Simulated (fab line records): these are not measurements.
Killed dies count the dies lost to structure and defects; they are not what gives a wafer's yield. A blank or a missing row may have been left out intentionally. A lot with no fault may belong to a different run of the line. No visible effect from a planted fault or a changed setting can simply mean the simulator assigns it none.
8D (eight disciplines) problem report, filled in by code :: flow gf180mcu :: the parts of the form that need people (team, actions taken, sign-off) are left out

1. WHAT WENT WRONG
Mean of chamber_pressure_mTorr at GF_VT_IMPLANT_STRIP_31: 1199.6 mTorr across 6 wafers in 2 lots; on wafers with no fault it is 1500.0 mTorr (standard deviation 1.4). So: -99 or more standard deviations from the usual mean.
The step: strips in O2/N2.
The first sign was on wafer L947.3 at day 10 20:16, on plasma_asher-02. The record holds 39 wafers of 13 lots with a number at this step. By rule, "out" or "out of limits" means more than 4 standard deviations away from the usual mean. Any other wafer with a number is counted as sound.

2. WHAT IT IS, WHAT IT ISN'T
question: which readings at this step
is: chamber_pressure_mTorr, oes_product_au, strip_time_to_endpoint_s
is not: drypump_motor_current_A, heater_power_w

question: which lots
is: L947, L948
is not: L932, L933, L934, L935, L936, L937, L938, L939, L941, L942, L944

question: which wafers of those lots
is: all that have a number
is not: -

question: read on which tools
is: plasma_asher-02
is not: plasma_asher-03

question: when
is: from day 10 20:16
is not: up to then (33 sound wafers)

3. SUSPECTS, AND WHAT RULES EACH OUT
Counting: a tool stays on the suspect list if, at a process step up to the reading, it processed all lots that are out and no sound lot following the first of them.
- plasma_asher-02 at GF_VT_IMPLANT_STRIP_31 (strips in O2/N2): kept. It processed each lot that is out, first L947 at day 10 20:16, and no sound lot thereafter; up to then, the last sound lot it processed was L944 at day 10 09:10. On those wafers its own readings are out: chamber_pressure_mTorr, oes_product_au, strip_time_to_endpoint_s.
After counting, what remains is plasma_asher-02 at GF_VT_IMPLANT_STRIP_31.

4. THE CAUSE (what the simulator had put in)
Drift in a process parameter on plasma_asher-02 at GF_VT_IMPLANT_STRIP_31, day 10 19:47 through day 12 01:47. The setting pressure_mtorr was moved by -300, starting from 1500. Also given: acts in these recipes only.
This tool alone remained once counting was done.

5. SEQUENCE OF EFFECTS, ordered by route
Each row: a reading where the mean over the struck wafers with a number is more than 3 standard deviations away from the usual. Only readings whose record carries a usual standard deviation are examined. hours: median over the lots of the time between each lot's start at the first step of this table that gives one and its start at this step. sigmas: the change, counted in usual standard deviations.
hours: 0
step: GF_VT_IMPLANT_STRIP_31
reading: chamber_pressure_mTorr
usual: 1500.0 mTorr
on struck wafers: 1199.6
change: -300.4
sigmas: -99 or more

hours: 0
step: GF_VT_IMPLANT_STRIP_31
reading: oes_product_au
usual: 0.716 a.u.
on struck wafers: 0.678
change: -0.038
sigmas: -8.4

hours: 0
step: GF_VT_IMPLANT_STRIP_31
reading: strip_time_to_endpoint_s
usual: 12.62 s
on struck wafers: 13.56
change: +0.94
sigmas: +28
The process steps in it:
- GF_VT_IMPLANT_STRIP_31: strips in O2/N2.
Later steps that measure or inspect, where all struck wafers having a row at the step show a number for every such reading and not one has moved that far: GF_POLY_GATE_OVL_MEAS_11, GF_HV_LDD_THK_MEAS_57.

6. HOW IT WOULD HAVE BEEN CAUGHT EARLIER
0 hours passed between the start of the fault at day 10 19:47 and the first reading out of limits in this record, taken at day 10 20:16.
